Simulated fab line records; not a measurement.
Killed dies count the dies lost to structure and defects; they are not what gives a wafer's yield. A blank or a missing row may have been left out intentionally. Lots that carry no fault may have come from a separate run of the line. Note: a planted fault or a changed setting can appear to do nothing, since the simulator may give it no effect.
Which tool is to blame? ; flow sfq line ; 14 lots with 42 wafers sampled at 4 steps, on a route of 325 steps

## WHAT THE GAUGES SHOWED, per wafer
SFQ_JJ_RS_MEAS_929: measures by four-point-probe. Usual: JJ_NB_RS gives 1.052 ohm/sq (standard deviation 0.0096).
lot;measured;on;JJ_NB_RS (ohm/sq);flag
L180;day 44 02:29;film metro-01;1.053 1.051 1.052;
L181;day 44 06:04;film metro-02;1.075 1.063 1.073;
L182;day 44 16:31;film metro-02;1.066 1.050 1.046;
L183;day 47 09:44;film metro-01;1.045 1.047 1.055;
L187;day 50 07:58;film metro-02;1.069 1.051 1.064;
L188;day 50 09:40;film metro-01;1.044 1.047 1.047;
L189;day 50 12:03;film metro-03;1.180 1.161 1.050;OFF
L190;day 50 13:28;film metro-02;1.054 1.042 1.052;
L192;day 50 18:45;film metro-03;1.049 1.178 1.036;OFF
L193;day 50 19:45;film metro-01;1.050 1.049 1.054;
L196;day 51 01:45;film metro-02;1.051 1.060 1.039;
L198;day 51 05:22;film metro-02;1.045 1.041 1.044;
L200;day 51 08:57;film metro-03;1.060 1.073 1.066;
L202;day 51 12:35;film metro-02;1.056 1.056 1.059;

## EACH LOT AND THE TOOL THAT RAN IT (in order: tool; ch and the chambers of the sampled wafers; start)
lot;SFQ_TRILAYER_M0_STRIP_STRIP_025;SFQ_TRILAYER_I3_VIA_STRIP_STRIP_089;SFQ_TRILAYER_JJ_TRILAYER_DEP_SPUTTER_112
L180;rie metal-01 ch 0,1, day 6 16:19;rie metal-01 ch 0,1, day 30 15:27;pvd sputter-06, day 44 02:23
L181;rie metal-01 ch 0,1, day 6 19:55;rie metal-03 ch 0,1, day 31 02:44;pvd sputter-06, day 44 05:59
L182;rie metal-03 ch 0,1, day 7 03:13;rie metal-01 ch 0,1, day 31 17:08;pvd sputter-03, day 44 16:26
L183;rie metal-03 ch 0,1, day 7 14:01;rie metal-01 ch 0,1, day 34 08:44;pvd sputter-05, day 47 09:40
L187;rie metal-04 ch 0,1, day 8 09:46;rie metal-03 ch 0,1, day 38 08:57;pvd sputter-05, day 50 07:48
L188;rie metal-03 ch 0, day 8 14:34;rie metal-03 ch 0,1, day 38 12:58;pvd sputter-03, day 50 09:34
L189;rie metal-04 ch 0,1, day 8 18:10;rie metal-01 ch 0,1, day 38 14:10;pvd sputter-05, day 50 11:58
L190;rie metal-03 ch 0,1, day 8 23:10;rie metal-03 ch 0,1, day 38 17:17;pvd sputter-06, day 50 13:20
L192;rie metal-04 ch 0,1, day 9 12:10;rie metal-02 ch 0, day 38 21:58;pvd sputter-05, day 50 18:39
L193;rie metal-04 ch 0,1, day 9 16:58;rie metal-03 ch 0,1, day 38 23:10;pvd sputter-03, day 50 19:40
L196;rie metal-04 ch 0,1, day 10 06:10;rie metal-03 ch 0,1, day 39 08:08;pvd sputter-03, day 51 01:40
L198;rie metal-04 ch 0,1, day 11 00:10;rie metal-01 ch 1, day 39 14:41;pvd sputter-03, day 51 05:16
L200;rie metal-03 ch 0,1, day 11 14:34;rie metal-02 ch 0,1, day 39 18:05;pvd sputter-03, day 51 08:52
L202;rie metal-03 ch 0,1, day 11 23:10;rie metal-01 ch 0,1, day 40 01:24;pvd sputter-03, day 51 12:28
- SFQ_TRILAYER_M0_STRIP_STRIP_025: strips in O2.
- SFQ_TRILAYER_I3_VIA_STRIP_STRIP_089: strips in O2.
- SFQ_TRILAYER_JJ_TRILAYER_DEP_SPUTTER_112: material Nb, target thk 170 nm, time 113.3 s.

## AS READ BY THE TOOLS THEMSELVES (means over the sampled wafers that have a number; for cases with no such wafer, the mark the record gives instead)
SFQ_TRILAYER_M0_STRIP_STRIP_025. Usual: drypump motor current A 5.4 A, standard deviation 0.5; oes product au 0.999 a.u., standard deviation 0.007.
lot;tool;drypump motor current A (A);oes product au (a.u.);flag
L180;rie metal-01;5.4;0.999;
L181;rie metal-01;5.4;1.001;
L182;rie metal-03;5.5;0.999;
L183;rie metal-03;6.0;1.002;
L187;rie metal-04;5.3;0.997;
L188;rie metal-03;5.1;1.002;
L189;rie metal-04;5.1;0.998;
L190;rie metal-03;6.0;0.997;
L192;rie metal-04;5.1;0.999;
L193;rie metal-04;5.3;1.002;
L196;rie metal-04;5.3;0.993;
L198;rie metal-04;5.2;0.998;
L200;rie metal-03;5.5;1.002;
L202;rie metal-03;5.5;0.998;

SFQ_TRILAYER_I3_VIA_STRIP_STRIP_089. Usual: drypump motor current A 5.6 A, standard deviation 0.43; oes product au 0.998 a.u., standard deviation 0.0067.
lot;tool;drypump motor current A (A);oes product au (a.u.);flag
L180;rie metal-01;5.4;1.012;
L181;rie metal-03;6.0;0.996;
L182;rie metal-01;5.3;0.996;
L183;rie metal-01;5.4;0.992;
L187;rie metal-03;6.0;0.997;
L188;rie metal-03;5.5;1.000;
L189;rie metal-01;5.3;1.001;
L190;rie metal-03;5.5;0.998;
L192;rie metal-02;5.5;1.000;
L193;rie metal-03;5.5;1.006;
L196;rie metal-03;5.5;0.996;
L198;rie metal-01;5.4;0.997;
L200;rie metal-02;5.6;0.994;
L202;rie metal-01;5.4;0.995;

SFQ_TRILAYER_JJ_TRILAYER_DEP_SPUTTER_112. Usual: throttle valve pct reads 30.0 % (standard deviation 1.1).
lot;tool;throttle valve pct (%);flag
L180;pvd sputter-06;31.0;
L181;pvd sputter-06;30.1;
L182;pvd sputter-03;28.9;
L183;pvd sputter-05;30.3;
L187;pvd sputter-05;30.6;
L188;pvd sputter-03;29.3;
L189;pvd sputter-05;30.7;
L190;pvd sputter-06;30.4;
L192;pvd sputter-05;30.4;
L193;pvd sputter-03;29.9;
L196;pvd sputter-03;29.9;
L198;pvd sputter-03;30.0;
L200;pvd sputter-03;30.0;
L202;pvd sputter-03;30.3;

## THE ANSWER, worked out from the rows above alone
Rule: a lot is off if the mean of its wafers that have a number lies more than 3 standard deviations from the usual mean. A lot without any number at a reading at which 4 lots or more have one is off too. All remaining lots with rows at the step are treated as sound. After the gauges, taken in route order, come the tools' own readings; for these a lot's mean is taken, as printed above. At the first step where some lot is off, the reading lying furthest off is the one used; lots without a number count as furthest.
Off: at SFQ_JJ_RS_MEAS_929 (JJ_NB_RS), L189, L192.
A tool fits if, at a process step before that reading, it ran every lot that is off, and no sound lot after the first of them. Those tools and the gauges at SFQ_JJ_RS_MEAS_929 are tried in the same way. One fits: pvd sputter-05 at SFQ_TRILAYER_JJ_TRILAYER_DEP_SPUTTER_112. A fault onset in the window from L187 (day 50 07:48, its last sound lot) to L189 (day 50 11:58, its first lot off) fits.

## WHAT THE SIMULATOR PUT IN
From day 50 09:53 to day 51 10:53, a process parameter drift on pvd sputter-05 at SFQ_TRILAYER_JJ_TRILAYER_DEP_SPUTTER_112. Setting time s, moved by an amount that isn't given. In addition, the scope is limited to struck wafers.
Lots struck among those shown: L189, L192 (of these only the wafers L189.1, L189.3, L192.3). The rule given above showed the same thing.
